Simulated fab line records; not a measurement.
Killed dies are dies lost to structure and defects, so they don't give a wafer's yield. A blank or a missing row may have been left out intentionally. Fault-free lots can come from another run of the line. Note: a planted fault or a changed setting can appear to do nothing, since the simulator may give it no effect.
fab line records | flow sfq-line
record lots=11 | wafers=33 | last-day=83
route steps=325 shown L0@12 L0V@26 M0@30 I1@74
lots untouched by any fault: they come from a run of this same line in which no faults occurred
start-h: start of the lot's first displayed wafer, in hours after the record's first day | wait-h: hours since the lot's step before | " same as the row above | L1.1+2: a single row standing in for several wafers | - no value, or no start given | * or withheld: withheld | < > ~ a bound
route shown NAME@n: names a module that has steps shown in the file, with the first one's number in the route | usual: mean/standard deviation of fault-free wafers | same: alike in all rows | chamber/n: place in a boat | sites: readings site by site | _std_site: the standard deviation of these | _edge_site: mean of outer sites minus mean of inner sites | radius-mm: how far each site lies from the wafer's centre | mask NAME#n: copy n | behind: the most recent tool/chamber to have shaped the wafer | hold: why the lot was held/for how many hours/how that ended | device: which transistor (n, p or np) failed to switch | end of line: the route-end tests of the same wafers | step lacking rows: just its recipe | killed: dies lost to structure and defects at the first sort, not the wafer's yield | map: a wafer's dies, marking killed ones x, the rest . and places with no die _
set.NAME: the setting that was run; set.NAME@STEP: the one run at that earlier step | model.NAME: the simulator's own value behind a step, which no gauge read
steps of the route over a sample of lots; a table a step, a row a wafer
services: the hour from which a tool's chamber was out of use, counted from the record's first day as start-h (under 0 if before that day), plus the number of hours and why
## steps
# step SFQ_TRILAYER_L0_BARC_OPEN_METAL_ETCH_010
# recipe mask-material=PR | chemistry=O2 | target-depth-nm=125 | target=BARC | icp-w=600 | bias-w=80 | pressure-mtorr=10 | time-s=41.7
# usual drypump-motor-current-A=5.7/0.49 | he-backside-leak-sccm=3.35/0.26 | oes-product-au=0.685/0.0048 | run-length-s=69.8/0.93 | time-s=41.7/0
lot.wafer | tool         | chamber | start-h | wait-h | drypump-motor-current-A | he-backside-leak-sccm | oes-product-au | rf-hours-counter-h | run-length-s | time-s
L545.1    | rie-metal-03 | 0       | 76.97   | 0.1    | 5.1                     | 3.26                  | 0.680          | 27                 | 70.0         | 41.7
L545.2    | "            | 1       | "       | "      | 5.9                     | 3.87                  | 0.686          | 200                | 69.0         | 41.7
L545.6    | "            | 0       | "       | "      | 5.1                     | 3.34                  | 0.686          | -                  | 70.5         | 41.7
L546.2    | rie-metal-02 | 1       | 82.97   | 0.1    | 5.4                     | 3.36                  | 0.689          | 131                | 70.8         | 41.7
L546.3    | "            | 0       | "       | "      | 6.7                     | 2.90                  | 0.692          | -                  | 69.3         | 41.7
L546.4    | "            | 1       | "       | "      | 5.4                     | 3.46                  | 0.685          | -                  | 70.9         | 41.7
L547.3    | rie-metal-04 | 0       | 88.99   | 0.1    | 5.8                     | 3.12                  | 0.682          | -                  | 69.7         | 41.7
L547.5    | "            | 0       | "       | "      | 5.8                     | 3.24                  | 0.693          | -                  | 69.5         | 41.7
L547.6    | "            | 1       | "       | "      | 5.5                     | 3.62                  | 0.688          | -                  | 69.2         | 41.7
L548.2    | rie-metal-04 | 0       | 95.72   | 0.1    | 5.7                     | 3.29                  | 0.688          | 111                | 69.3         | 41.7
L548.3    | "            | 0       | "       | "      | 5.8                     | 3.12                  | 0.688          | -                  | 70.2         | 41.7
L548.5    | "            | 1       | "       | "      | 5.5                     | 3.53                  | 0.685          | -                  | 69.6         | 41.7
L549.2    | rie-metal-04 | 0       | 105.32  | 0.1    | 5.8                     | 3.14                  | 0.692          | 113                | 69.3         | 41.7
L549.4    | "            | 1       | "       | "      | 5.5                     | 3.70                  | 0.682          | -                  | 69.5         | 41.7
L549.6    | "            | 0       | "       | "      | 5.7                     | 3.23                  | 0.688          | -                  | 69.4         | 41.7
L550.4    | rie-metal-02 | 0       | 113.74  | 0.1    | 6.7                     | 3.03                  | 0.695          | -                  | 69.0         | 41.7
L550.5    | "            | 1       | "       | "      | 5.4                     | 3.35                  | 0.684          | -                  | 70.6         | 41.7
L550.6    | "            | 0       | "       | "      | 6.7                     | 3.14                  | 0.679          | -                  | 68.9         | 41.7
L551.2    | rie-metal-03 | 0       | 118.54  | 0.1    | 5.1                     | 3.19                  | 0.683          | -                  | 69.9         | 41.7
L551.3    | "            | 0       | "       | "      | 5.1                     | 3.16                  | 0.688          | -                  | 69.7         | 41.7
L551.6    | "            | 0       | "       | "      | 5.1                     | 3.21                  | 0.692          | -                  | 70.0         | 41.7
L552.1    | rie-metal-04 | 0       | 123.41  | 0.1    | 5.8                     | 3.20                  | 0.814          | 117                | 59.9         | 29.19
L552.2    | "            | 1       | "       | "      | 5.5                     | 3.71                  | 0.821          | 85                 | 59.9         | 29.19
L552.5    | "            | 1       | "       | "      | 5.5                     | 3.74                  | 0.822          | -                  | 59.9         | 29.19
L553.1    | rie-metal-04 | 0       | 126.92  | 0.1    | 5.8                     | 3.30                  | 0.811          | 118                | 60.4         | 29.19
L553.3    | "            | 1       | "       | "      | 5.5                     | 3.57                  | 0.818          | -                  | 59.7         | 29.19
L553.4    | "            | 0       | "       | "      | 5.8                     | 3.14                  | 0.815          | -                  | 60.1         | 29.19
L554.2    | rie-metal-03 | 0       | 131.74  | 0.1    | 5.1                     | 3.26                  | 0.817          | -                  | 60.4         | 29.19
L554.4    | "            | 0       | "       | "      | 5.2                     | 3.14                  | 0.809          | -                  | 60.7         | 29.19
L554.6    | "            | 0       | "       | "      | 5.2                     | 3.32                  | 0.823          | -                  | 60.5         | 29.19
L555.3    | rie-metal-02 | 1       | 135.34  | 0.1    | 5.4                     | 3.36                  | 0.825          | -                  | 61.3         | 29.19
L555.4    | "            | 0       | "       | "      | 6.7                     | 3.39                  | 0.815          | -                  | 59.5         | 29.19
L555.5    | "            | 1       | "       | "      | 5.4                     | 3.30                  | 0.823          | -                  | 61.4         | 29.19
# step SFQ_TRILAYER_L0_VIA_STRIP_STRIP_017
# recipe gas=O2 | power-w=200 | platen-temp-c=40 | overash-fraction=0.65 | chemistry=O2 | pressure-mtorr=50
# usual drypump-motor-current-A=5.8/0.33 | he-backside-leak-sccm=3.44/0.22 | oes-product-au=0.998/0.0078
lot.wafer | tool         | chamber | start-h | wait-h | drypump-motor-current-A | he-backside-leak-sccm | oes-product-au | rf-hours-counter-h
L545.1    | rie-metal-01 | 0       | 152.25  | -      | 6.0                     | 3.22                  | 0.991          | 156
L545.2    | "            | 1       | "       | "      | 6.1                     | 3.89                  | 1.004          | 48
L545.6    | "            | 1       | "       | "      | 6.2                     | 3.78                  | 1.006          | -
L546.2    | rie-metal-03 | 0       | 157.05  | -      | 5.2                     | 3.27                  | 0.987          | 48
L546.3    | "            | 0       | "       | "      | 5.1                     | 3.19                  | 0.996          | -
L546.4    | "            | 1       | "       | "      | 6.0                     | 3.28                  | 0.993          | -
L547.3    | rie-metal-01 | 1       | 164.45  | -      | 6.2                     | 3.48                  | 1.020          | -
L547.5    | "            | 0       | "       | "      | 5.9                     | 3.28                  | 1.007          | -
L547.6    | "            | 1       | "       | "      | 6.2                     | 3.56                  | 1.010          | -
L548.2    | rie-metal-04 | 1       | 175.44  | -      | 5.5                     | 3.72                  | 0.998          | 95
L548.3    | "            | 1       | "       | "      | 5.5                     | 3.58                  | 1.000          | -
L548.5    | "            | 0       | "       | "      | 5.8                     | 3.25                  | 0.995          | -
L549.2    | rie-metal-04 | 1       | 185.04  | -      | 5.5                     | 3.72                  | 0.988          | 97
L549.4    | "            | 1       | "       | "      | 5.5                     | 3.79                  | 0.992          | -
L549.6    | "            | 1       | "       | "      | 5.4                     | 3.75                  | 0.991          | -
L550.4    | rie-metal-03 | 1       | 193.64  | -      | 6.0                     | 3.29                  | 0.996          | -
L550.5    | "            | 1       | "       | "      | 6.0                     | 3.12                  | 0.998          | -
L550.6    | "            | 0       | "       | "      | 5.2                     | 3.19                  | 0.989          | -
L551.2    | rie-metal-04 | 1       | 198.24  | -      | 5.5                     | 3.38                  | 0.991          | 99
L551.3    | "            | 0       | "       | "      | 5.8                     | 3.22                  | 0.996          | -
L551.6    | "            | 0       | "       | "      | 5.8                     | 3.30                  | 1.003          | -
L552.1    | rie-metal-04 | 1       | 203.04  | -      | 5.5                     | 3.55                  | 0.993          | 99
L552.2    | "            | 0       | "       | "      | 5.8                     | 3.29                  | 0.991          | 131
L552.5    | "            | 0       | "       | "      | 5.8                     | 3.18                  | 1.000          | -
L553.1    | rie-metal-01 | 1       | 206.64  | -      | 6.2                     | 3.92                  | 1.000          | 57
L553.3    | "            | 1       | "       | "      | 6.2                     | 3.69                  | 1.001          | -
L553.4    | "            | 0       | "       | "      | 5.9                     | 3.52                  | 0.997          | -
L554.2    | rie-metal-01 | 1       | 213.34  | -      | 6.1                     | 3.92                  | 0.998          | 58
L554.4    | "            | 1       | "       | "      | 6.1                     | 3.78                  | 1.011          | -
L554.6    | "            | 0       | "       | "      | 5.9                     | 3.48                  | 0.998          | -
L555.3    | rie-metal-01 | 1       | 215.94  | -      | 6.2                     | 3.90                  | 1.001          | -
L555.4    | "            | 0       | "       | "      | 5.9                     | 3.44                  | 0.998          | -
L555.5    | "            | 0       | "       | "      | 5.9                     | 3.40                  | 0.998          | -
# step SFQ_M0_RS_MEAS_904
# recipe thk-meas-gauge=four-point-probe | reads=Nb_of_TRILAYER_M0_DEP_SPUTTER_019
# usual M0_NB_RS=0.863/0.0096
lot.wafer | tool          | chamber | start-h | wait-h | M0_NB_RS[ohm/sq]
L545.1    | film-metro-03 | -       | 153.14  | 0.0    | 0.849
L545.2    | "             | -       | "       | "      | 0.859
L545.6    | "             | -       | "       | "      | 0.845
L546.2    | film-metro-01 | -       | 157.96  | 0.1    | 0.874
L546.3    | "             | -       | "       | "      | 0.875
L546.4    | "             | -       | "       | "      | 0.874
L547.3    | film-metro-02 | -       | 165.19  | 0.1    | 0.875
L547.5    | "             | -       | "       | "      | 0.878
L547.6    | "             | -       | "       | "      | 0.880
L548.2    | film-metro-02 | -       | 176.35  | 0.1    | 0.857
L548.3    | "             | -       | "       | "      | 0.858
L548.5    | "             | -       | "       | "      | 0.860
L549.2    | film-metro-02 | -       | 185.95  | 0.1    | 0.858
L549.4    | "             | -       | "       | "      | 0.853
L549.6    | "             | -       | "       | "      | 0.858
L550.4    | film-metro-02 | -       | 194.39  | 0.1    | 0.861
L550.5    | "             | -       | "       | "      | 0.875
L550.6    | "             | -       | "       | "      | 0.859
L551.2    | film-metro-02 | -       | 199.15  | 0.1    | 0.859
L551.3    | "             | -       | "       | "      | 0.863
L551.6    | "             | -       | "       | "      | 0.858
L552.1    | film-metro-02 | -       | 203.93  | 0.0    | 0.874
L552.2    | "             | -       | "       | "      | 0.861
L552.5    | "             | -       | "       | "      | 0.866
L553.1    | film-metro-03 | -       | 207.53  | 0.0    | 0.861
L553.3    | "             | -       | "       | "      | 0.856
L553.4    | "             | -       | "       | "      | 0.876
L554.2    | film-metro-02 | -       | 214.29  | 0.1    | 0.860
L554.4    | "             | -       | "       | "      | 0.870
L554.6    | "             | -       | "       | "      | 0.873
L555.3    | film-metro-02 | -       | 216.71  | 0.1    | 0.866
L555.4    | "             | -       | "       | "      | 0.868
L555.5    | "             | -       | "       | "      | 0.875
# step SFQ_TRILAYER_I1_CMP_CMP_046
# recipe material=SiO2 | down-force-psi=3 | platen-rpm=60 | pad-velocity-m-s=0.94248
# usual motor-current-A=10.1/0.7 | time-to-endpoint-s=212/8.1
lot.wafer | tool   | chamber | start-h | wait-h | motor-current-A | time-to-endpoint-s
L545.2    | cmp-01 | 0       | 509.17  | 0.0    | 11.1            | 210
L545.1    | "      | 3       | 510.67  | 1.5    | 9.5             | 210
L545.6    | "      | 0       | "       | "      | 11.3            | 212
L546.4    | cmp-02 | 0       | 521.35  | 0.5    | 10.0            | 220
L546.2    | "      | 1       | "       | "      | 9.5             | 225
L546.3    | "      | 2       | "       | "      | 8.6             | 216
L547.3    | cmp-01 | 0       | 534.63  | 1.5    | 10.4            | 203
L547.5    | "      | 1       | "       | "      | 10.3            | 210
L547.6    | "      | 2       | "       | "      | 10.8            | 207
L548.2    | cmp-02 | 2       | 549.55  | 1.0    | 8.6             | 209
L548.3    | "      | 3       | "       | "      | 10.7            | 204
L548.5    | "      | 0       | "       | "      | 10.3            | 211
L549.2    | cmp-02 | 1       | 568.43  | 1.0    | 9.7             | 217
L549.4    | "      | 2       | "       | "      | 8.3             | 219
L549.6    | "      | 0       | 569.93  | 2.5    | 9.4             | 208
L550.4    | cmp-01 | 2       | 581.65  | 1.0    | 9.9             | 207
L550.5    | "      | 0       | 582.65  | 2.0    | 10.8            | 203
L550.6    | "      | 1       | "       | "      | 10.4            | 210
L551.2    | cmp-01 | 0       | 585.95  | 0.5    | 11.4            | 201
L551.3    | "      | 1       | "       | "      | 10.1            | 205
L551.6    | "      | 3       | 587.45  | 2.0    | 9.5             | 222
L552.2    | cmp-01 | 2       | 597.43  | 0.0    | 10.5            | 200
L552.1    | "      | 1       | 598.93  | 1.5    | 10.3            | 201
L552.5    | "      | 3       | 599.93  | 2.5    | 9.7             | 215
L553.1    | cmp-02 | 3       | 607.76  | 0.4    | 10.4            | 196
L553.4    | "      | 1       | 608.76  | 1.4    | 9.1             | 210
L553.3    | "      | 2       | "       | "      | 9.2             | 201
L554.2    | cmp-02 | 1       | 626.94  | 1.0    | 9.2             | 221
L554.4    | "      | 2       | "       | "      | 8.6             | 223
L554.6    | "      | 0       | 628.44  | 2.5    | 10.9            | 222
L555.3    | cmp-02 | 3       | 633.56  | 0.0    | 10.5            | 206
L555.4    | "      | 2       | 635.06  | 1.5    | 8.8             | 226
L555.5    | "      | 3       | "       | "      | 10.6            | 221
## services
tool         | chamber | start-h | hours | kind
cmp-02       | -       | 57.57   | 0.8   | repair
cmp-02       | -       | 65.03   | 4.0   | pm
cmp-02       | -       | 81.48   | 0.3   | repair
rie-metal-03 | -       | 86.53   | 2.8   | pm
rie-metal-04 | -       | 140.98  | 0.4   | repair
cmp-02       | -       | 161.87  | 7.4   | repair
cmp-02       | -       | 202.26  | 5.6   | repair
cmp-02       | -       | 211.77  | 1.1   | repair
rie-metal-04 | -       | 233.25  | 14.6  | pm
rie-metal-04 | -       | 251.83  | 2.8   | pm
cmp-02       | -       | 258.61  | 1.5   | repair
rie-metal-04 | 1       | 311.74  | 8.6   | repair
cmp-02       | -       | 324.46  | 0.4   | repair
cmp-02       | -       | 337.36  | 6.1   | pm
cmp-02       | -       | 343.47  | 3.7   | pm
cmp-02       | -       | 368.19  | 16.5  | pm
cmp-02       | -       | 386.60  | 3.6   | repair
rie-metal-04 | -       | 404.26  | 1.4   | pm
cmp-02       | -       | 406.86  | 4.0   | pm
cmp-02       | -       | 449.32  | 4.0   | repair
cmp-02       | -       | 492.99  | 0.3   | repair
cmp-02       | -       | 503.83  | 0.2   | repair
cmp-02       | -       | 589.69  | 0.3   | repair
cmp-02       | -       | 612.97  | 1.4   | repair
## key
first-sign step=SFQ_TRILAYER_L0_BARC_OPEN_METAL_ETCH_010 | reading=time-s | direction=down | sigmas=99+ | usual=* | struck=*
effect step=SFQ_TRILAYER_L0_BARC_OPEN_METAL_ETCH_010 | reading=oes-product-au | direction=up | sigmas=28 | usual=0.685 | struck=0.818
met-at SFQ_TRILAYER_L0_BARC_OPEN_METAL_ETCH_010
struck-lots L552,L553,L554,L555
not-acting-at SFQ_TRILAYER_L0_VIA_STRIP_STRIP_017,SFQ_M0_RS_MEAS_904,SFQ_TRILAYER_I1_CMP_CMP_046
onset-between 118.54 123.41
fault kind=recipe-version-skew | tool=rie-metal-02,rie-metal-03,rie-metal-04 | chamber=- | onset-h=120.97 | steps=SFQ_TRILAYER_L0_BARC_OPEN_METAL_ETCH_010 | wrong-recipe.time-s=*
